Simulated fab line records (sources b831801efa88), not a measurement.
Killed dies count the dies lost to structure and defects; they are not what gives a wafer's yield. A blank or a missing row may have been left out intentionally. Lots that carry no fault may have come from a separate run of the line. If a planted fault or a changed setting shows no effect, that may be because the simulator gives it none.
Which tool is to blame? :: flow sky130 :: 10 lots, 30 wafers sampled, at 6 steps of a route of 708

WHAT THE GAUGES READ, wafer by wafer
SKY_METAL5_RS_MEAS_05: measures by four-point-probe. Usual: for METAL5_ALCU_RS the level is 0.0271 ohm/sq and the standard deviation is 0.00026.
lot: L746
measured: day 43 08:16
on: film_metro-02
METAL5_ALCU_RS (ohm/sq): 0.02714 0.02724 0.02716
flag: 

lot: L748
measured: day 43 20:04
on: film_metro-04
METAL5_ALCU_RS (ohm/sq): 0.02707 0.02708 0.02729
flag: 

lot: L751
measured: day 44 16:20
on: film_metro-02
METAL5_ALCU_RS (ohm/sq): 0.02739 0.02724 0.02743
flag: 

lot: L753
measured: day 44 20:26
on: film_metro-02
METAL5_ALCU_RS (ohm/sq): 0.02706 0.02698 0.02682
flag: 

lot: L754
measured: day 45 09:11
on: film_metro-04
METAL5_ALCU_RS (ohm/sq): 0.02718 0.0269 0.02702
flag: 

lot: L755
measured: day 45 11:28
on: film_metro-02
METAL5_ALCU_RS (ohm/sq): 0.02711 0.02727 0.02707
flag: 

lot: L760
measured: day 46 21:24
on: film_metro-04
METAL5_ALCU_RS (ohm/sq): 0.02689 0.02676 0.02716
flag: 

lot: L763
measured: day 47 21:10
on: film_metro-03
METAL5_ALCU_RS (ohm/sq): 0.08655 0.02762 0.02745
flag: OFF

lot: L765
measured: day 47 22:49
on: film_metro-03
METAL5_ALCU_RS (ohm/sq): 0.08718 0.02739 0.02736
flag: OFF

lot: L767
measured: day 48 06:26
on: film_metro-02
METAL5_ALCU_RS (ohm/sq): 0.02647 0.02699 0.02667
flag: 

SKY_METAL5_THK_MEAS_06: measures by xrf. Usual: for METAL5_ALCU_THK the level is 1153 nm and the standard deviation is 13.
lot: L746
measured: day 43 08:23
on: film_metro-02
METAL5_ALCU_THK (nm): 1150 1141 1146
flag: 

lot: L748
measured: day 43 20:11
on: film_metro-04
METAL5_ALCU_THK (nm): 1157 1151 1143
flag: 

lot: L751
measured: day 44 16:26
on: film_metro-02
METAL5_ALCU_THK (nm): 1135 1135 1133
flag: 

lot: L753
measured: day 44 20:32
on: film_metro-02
METAL5_ALCU_THK (nm): 1147 1153 1154
flag: 

lot: L754
measured: day 45 09:18
on: film_metro-04
METAL5_ALCU_THK (nm): 1153 1174 1153
flag: 

lot: L755
measured: day 45 11:35
on: film_metro-02
METAL5_ALCU_THK (nm): 1153 1142 1150
flag: 

lot: L760
measured: day 46 21:31
on: film_metro-04
METAL5_ALCU_THK (nm): 1169 1171 1157
flag: 

lot: L763
measured: day 47 21:17
on: film_metro-03
METAL5_ALCU_THK (nm): 363 1135 1142
flag: OFF

lot: L765
measured: day 47 22:56
on: film_metro-03
METAL5_ALCU_THK (nm): 361 1146 1145
flag: OFF

lot: L767
measured: day 48 06:33
on: film_metro-02
METAL5_ALCU_THK (nm): 1177 1150 1167
flag: 

WHICH TOOL RAN EACH LOT (tool, then ch and the chambers of the sampled wafers, then the start)
lot: L746
SKY_METAL4_SPUTTER_01: pvd_sputter-01, day 40 05:10
SKY_VIA4_CVD_18: cvd_w-01 ch 0,1, day 43 07:25
SKY_METAL5_SPUTTER_00: pvd_sputter-01, day 43 08:05
SKY_METAL5_SPUTTER_02: pvd_sputter-01, day 43 08:08

lot: L748
SKY_METAL4_SPUTTER_01: pvd_sputter-02, day 40 18:04
SKY_VIA4_CVD_18: cvd_w-02 ch 0,1, day 43 19:16
SKY_METAL5_SPUTTER_00: pvd_sputter-03, day 43 19:54
SKY_METAL5_SPUTTER_02: pvd_sputter-03, day 43 19:57

lot: L751
SKY_METAL4_SPUTTER_01: pvd_sputter-02, day 41 14:34
SKY_VIA4_CVD_18: cvd_w-01 ch 0,1, day 44 15:31
SKY_METAL5_SPUTTER_00: pvd_sputter-04, day 44 16:08
SKY_METAL5_SPUTTER_02: pvd_sputter-04, day 44 16:11

lot: L753
SKY_METAL4_SPUTTER_01: pvd_sputter-02, day 41 20:04
SKY_VIA4_CVD_18: cvd_w-02 ch 0,1, day 44 19:38
SKY_METAL5_SPUTTER_00: pvd_sputter-03, day 44 20:13
SKY_METAL5_SPUTTER_02: pvd_sputter-03, day 44 20:16

lot: L754
SKY_METAL4_SPUTTER_01: pvd_sputter-02, day 42 08:43
SKY_VIA4_CVD_18: cvd_w-01 ch 0,1, day 45 08:23
SKY_METAL5_SPUTTER_00: pvd_sputter-03, day 45 09:01
SKY_METAL5_SPUTTER_02: pvd_sputter-03, day 45 09:04

lot: L755
SKY_METAL4_SPUTTER_01: pvd_sputter-01, day 42 11:42
SKY_VIA4_CVD_18: cvd_w-02 ch 1, day 45 10:31
SKY_METAL5_SPUTTER_00: pvd_sputter-04, day 45 11:19
SKY_METAL5_SPUTTER_02: pvd_sputter-04, day 45 11:22

lot: L760
SKY_METAL4_SPUTTER_01: pvd_sputter-02, day 44 01:46
SKY_VIA4_CVD_18: cvd_w-01 ch 0,1, day 46 20:34
SKY_METAL5_SPUTTER_00: pvd_sputter-01, day 46 21:13
SKY_METAL5_SPUTTER_02: pvd_sputter-01, day 46 21:16

lot: L763
SKY_METAL4_SPUTTER_01: pvd_sputter-01, day 45 01:25
SKY_VIA4_CVD_18: cvd_w-01 ch 0,1, day 47 20:23
SKY_METAL5_SPUTTER_00: pvd_sputter-01, day 47 21:01
SKY_METAL5_SPUTTER_02: pvd_sputter-01, day 47 21:04

lot: L765
SKY_METAL4_SPUTTER_01: pvd_sputter-02, day 45 03:41
SKY_VIA4_CVD_18: cvd_w-01 ch 0,1, day 47 22:01
SKY_METAL5_SPUTTER_00: pvd_sputter-01, day 47 22:38
SKY_METAL5_SPUTTER_02: pvd_sputter-01, day 47 22:41

lot: L767
SKY_METAL4_SPUTTER_01: pvd_sputter-04, day 45 12:55
SKY_VIA4_CVD_18: cvd_w-01 ch 0,1, day 48 05:38
SKY_METAL5_SPUTTER_00: pvd_sputter-04, day 48 06:16
SKY_METAL5_SPUTTER_02: pvd_sputter-04, day 48 06:19
- SKY_METAL4_SPUTTER_01: material TiN, target thk 20 nm, time 16.7 s.
- SKY_VIA4_CVD_18: deposits W, target thk 505 nm, time 152.14 s.
- SKY_METAL5_SPUTTER_00: material Ti, target thk 15 nm, time 10 s.
- SKY_METAL5_SPUTTER_02: material AlCu, target thk 1150 nm, time 61.2 s.

AS READ BY THE TOOLS THEMSELVES (means over the sampled wafers that have a number; for cases with no such wafer, the mark the record gives instead)
SKY_METAL4_SPUTTER_01. Usual: throttle_valve_pct at 30.1 %, with a standard deviation of 1.2.
lot: L746
tool: pvd_sputter-01
throttle_valve_pct (%): 31.1
flag: 

lot: L748
tool: pvd_sputter-02
throttle_valve_pct (%): 28.9
flag: 

lot: L751
tool: pvd_sputter-02
throttle_valve_pct (%): 29.8
flag: 

lot: L753
tool: pvd_sputter-02
throttle_valve_pct (%): 28.9
flag: 

lot: L754
tool: pvd_sputter-02
throttle_valve_pct (%): 28.9
flag: 

lot: L755
tool: pvd_sputter-01
throttle_valve_pct (%): 30.2
flag: 

lot: L760
tool: pvd_sputter-02
throttle_valve_pct (%): 28.9
flag: 

lot: L763
tool: pvd_sputter-01
throttle_valve_pct (%): 30.4
flag: 

lot: L765
tool: pvd_sputter-02
throttle_valve_pct (%): 29.8
flag: 

lot: L767
tool: pvd_sputter-04
throttle_valve_pct (%): 30.7
flag: 

SKY_VIA4_CVD_18. Usual: heater_power_w at 837 W, with a standard deviation of 62.
lot: L746
tool: cvd_w-01
heater_power_w (W): 868
flag: 

lot: L748
tool: cvd_w-02
heater_power_w (W): 804
flag: 

lot: L751
tool: cvd_w-01
heater_power_w (W): 826
flag: 

lot: L753
tool: cvd_w-02
heater_power_w (W): 822
flag: 

lot: L754
tool: cvd_w-01
heater_power_w (W): 880
flag: 

lot: L755
tool: cvd_w-02
heater_power_w (W): 783
flag: 

lot: L760
tool: cvd_w-01
heater_power_w (W): 827
flag: 

lot: L763
tool: cvd_w-01
heater_power_w (W): 878
flag: 

lot: L765
tool: cvd_w-01
heater_power_w (W): 882
flag: 

lot: L767
tool: cvd_w-01
heater_power_w (W): 881
flag: 

SKY_METAL5_SPUTTER_00. Usual: throttle_valve_pct at 30.4 %, with a standard deviation of 0.72.
lot: L746
tool: pvd_sputter-01
throttle_valve_pct (%): 30.7
flag: 

lot: L748
tool: pvd_sputter-03
throttle_valve_pct (%): 30.0
flag: 

lot: L751
tool: pvd_sputter-04
throttle_valve_pct (%): 29.7
flag: 

lot: L753
tool: pvd_sputter-03
throttle_valve_pct (%): 30.3
flag: 

lot: L754
tool: pvd_sputter-03
throttle_valve_pct (%): 30.2
flag: 

lot: L755
tool: pvd_sputter-04
throttle_valve_pct (%): 30.9
flag: 

lot: L760
tool: pvd_sputter-01
throttle_valve_pct (%): 30.5
flag: 

lot: L763
tool: pvd_sputter-01
throttle_valve_pct (%): 30.4
flag: 

lot: L765
tool: pvd_sputter-01
throttle_valve_pct (%): 30.8
flag: 

lot: L767
tool: pvd_sputter-04
throttle_valve_pct (%): 30.5
flag: 

SKY_METAL5_SPUTTER_02. Usual: throttle_valve_pct at 30.5 %, with a standard deviation of 0.72.
lot: L746
tool: pvd_sputter-01
throttle_valve_pct (%): 30.6
flag: 

lot: L748
tool: pvd_sputter-03
throttle_valve_pct (%): 29.9
flag: 

lot: L751
tool: pvd_sputter-04
throttle_valve_pct (%): 29.6
flag: 

lot: L753
tool: pvd_sputter-03
throttle_valve_pct (%): 30.3
flag: 

lot: L754
tool: pvd_sputter-03
throttle_valve_pct (%): 30.5
flag: 

lot: L755
tool: pvd_sputter-04
throttle_valve_pct (%): 31.0
flag: 

lot: L760
tool: pvd_sputter-01
throttle_valve_pct (%): 30.5
flag: 

lot: L763
tool: pvd_sputter-01
throttle_valve_pct (%): 30.7
flag: 

lot: L765
tool: pvd_sputter-01
throttle_valve_pct (%): 30.7
flag: 

lot: L767
tool: pvd_sputter-04
throttle_valve_pct (%): 30.6
flag: 

THE ANSWER, worked out from the rows above alone
Rule: a lot is off if the mean of its wafers that have a number lies more than 3 standard deviations from the usual mean. Also off: a lot with no number at a reading for which 4 or more lots have one. Where the step has rows for the other lots, those lots are counted as sound. After the gauges, taken in route order, come the tools' own readings; for these a lot's mean is taken, as printed above. The first step at which some lot is off is used, and at that step the reading that is off furthest; a lot without a number counts as furthest.
Off: L763, L765, seen at SKY_METAL5_RS_MEAS_05 (METAL5_ALCU_RS).
A tool fits if, at a process step before that reading, it ran every lot that is off, and no sound lot after the first of them. Gauges at SKY_METAL5_RS_MEAS_05: tried the same way as those tools. Can't be told from this: 2 tools fit, pvd_sputter-01 at SKY_METAL5_SPUTTER_00 and SKY_METAL5_SPUTTER_02, film_metro-03 at SKY_METAL5_RS_MEAS_05.

WHAT THE SIMULATOR PUT IN
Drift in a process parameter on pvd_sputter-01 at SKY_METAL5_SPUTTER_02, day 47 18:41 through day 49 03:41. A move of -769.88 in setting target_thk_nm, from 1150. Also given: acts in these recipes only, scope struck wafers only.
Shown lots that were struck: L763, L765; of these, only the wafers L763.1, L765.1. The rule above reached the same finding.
